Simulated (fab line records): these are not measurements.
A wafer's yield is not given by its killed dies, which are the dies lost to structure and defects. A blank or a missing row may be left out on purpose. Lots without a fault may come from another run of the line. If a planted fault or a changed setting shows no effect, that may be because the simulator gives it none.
8D (eight disciplines) problem report, filled in by code | flow gf180mcu | the parts of the form that need people (team, actions taken, sign-off) are left out

## 1. THE PROBLEM
Mean of oes-product-au at GF_PASSIVATION_ETCH_11: 0.790 a.u. across 2 wafers in 2 lots; on wafers with no fault it is 0.990 a.u. (standard deviation 0.0051). That is -39 standard deviations from the usual mean.
The step: etches the open film in CF4/O2, stops on TiN, target depth 2040 nm, time 453.3 s.
First seen on wafer L369.4, day 31 01:56, on rie-diel-01. Wafers with a number at this step in the record: 33, from 11 lots. Rule for "out" (also "out of limits"): further than 4 standard deviations from the usual mean. The rest of the wafers with a number are treated as sound.

## 2. WHAT IT IS, AND WHAT IT ISN'T
question                    | is                                 | is not
which readings at this step | oes-product-au, throttle-valve-pct | O2_flow_sccm, drypump-motor-current-A, rf-fwd-power-W
which lots                  | L369, L373                         | L363, L366, L370, L374, L379, L382, L383, L384, L385
which wafers of those lots  | L369.4, L373.1                     | L369.3, L369.5, L373.2, L373.4
read on which tools         | rie-diel-01                        | rie-diel-03, rie-diel-04
when                        | from day 31 01:56                  | up to then (8 sound wafers); but 23 sound wafers of L370, L373, L374, L379, L382, L383, L384, L385 came after

## 3. THE SUSPECTS, EACH WITH WHAT RULES IT OUT
Counting: if a tool at a process step up to the reading ran every lot that is out, it stays a suspect. Sound lots after the first of them don't rule it out here, since some wafers of a struck lot are sound.
- pvd-sputter-01 at GF_M3_SPUTTER_02 (material AlCu, target thk 450 nm, time 23.9 s): kept. Ran every lot that is out, first one L369 (day 22 22:25); last sound lot up to then L366 (day 21 20:34).
- rie-diel-01 at GF_PASSIVATION_ETCH_11 (etches the open film in CF4/O2, stops on TiN, target depth 2040 nm, time 453.3 s): kept. Ran every lot that is out, first one L369 (day 31 01:56); last sound lot up to then L366 (day 30 02:49). Its own readings are out on those wafers: oes-product-au, throttle-valve-pct.
- In rie-diel-01 at GF_PASSIVATION_ETCH_11, the wafers that are out were processed in chamber 1 and their sound lot-mates in chambers 0, 2, 3.
Left after counting: pvd-sputter-01 at GF_M3_SPUTTER_02, rie-diel-01 at GF_PASSIVATION_ETCH_11.

## 4. THE CAUSE (what the simulator had put in)
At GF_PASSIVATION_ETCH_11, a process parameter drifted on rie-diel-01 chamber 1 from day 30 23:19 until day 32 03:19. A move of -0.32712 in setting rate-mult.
Counting leaves 2 suspects; this tool is one of them.

## 5. THE CHAIN OF EFFECTS, in route order
Each row: a reading whose mean over the struck wafers that have a number lies more than 3 standard deviations from the usual. Only readings for which the record gives a usual standard deviation are gone through. hours: the time from each lot's start at the first step in this table that gives one to its start at this step, as a median over the lots. sigmas: the change in usual standard deviations.
hours | step                    | reading                  | usual      | on struck wafers | change | sigmas
0     | GF_PASSIVATION_ETCH_11  | oes-product-au           | 0.990 a.u. | 0.790            | -0.200 | -39
0     | GF_PASSIVATION_ETCH_11  | throttle-valve-pct       | 5.967 %    | 5.914            | -0.053 | -5.4
0     | GF_PASSIVATION_STRIP_12 | strip-time-to-endpoint-s | 32.95 s    | 38.06            | +5.11  | +34
2     | GF_PASSIVATION_PROBE_99 | defect-limited-yield     | 90.5 %     | 0.0              | -90.5  | -65
2     | GF_PASSIVATION_PROBE_99 | killed-at-other          | 0.1        | 454.0            | +453.9 | +99 or more
2     | GF_PASSIVATION_PROBE_99 | killed-dies              | 47         | 492              | +445   | +66
2     | GF_PASSIVATION_PROBE_99 | killed-on-rim            | 8.7        | 96.0             | +87.3  | +30
2     | GF_PASSIVATION_PROBE_99 | sort_bin_5_function      | 5.6 %      | 97.7             | +92.1  | +84
2     | GF_PASSIVATION_PROBE_99 | sort-n-pass              | 445        | 0                | -445   | -66
2     | GF_PASSIVATION_PROBE_99 | sort-yield-pct           | 90.5 %     | 0.0              | -90.5  | -65
Here are the process steps it includes:
- GF_PASSIVATION_ETCH_11: etches the open film in CF4/O2, stops on TiN, target depth 2040 nm, time 453.3 s.
- GF_PASSIVATION_STRIP_12: strips in O2/N2.
- GF_PASSIVATION_PROBE_99

## 6. HOW IT WOULD HAVE BEEN CAUGHT EARLIER
First out-of-limits reading in this record: day 31 01:56, which is 3 hours after fault onset at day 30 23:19.
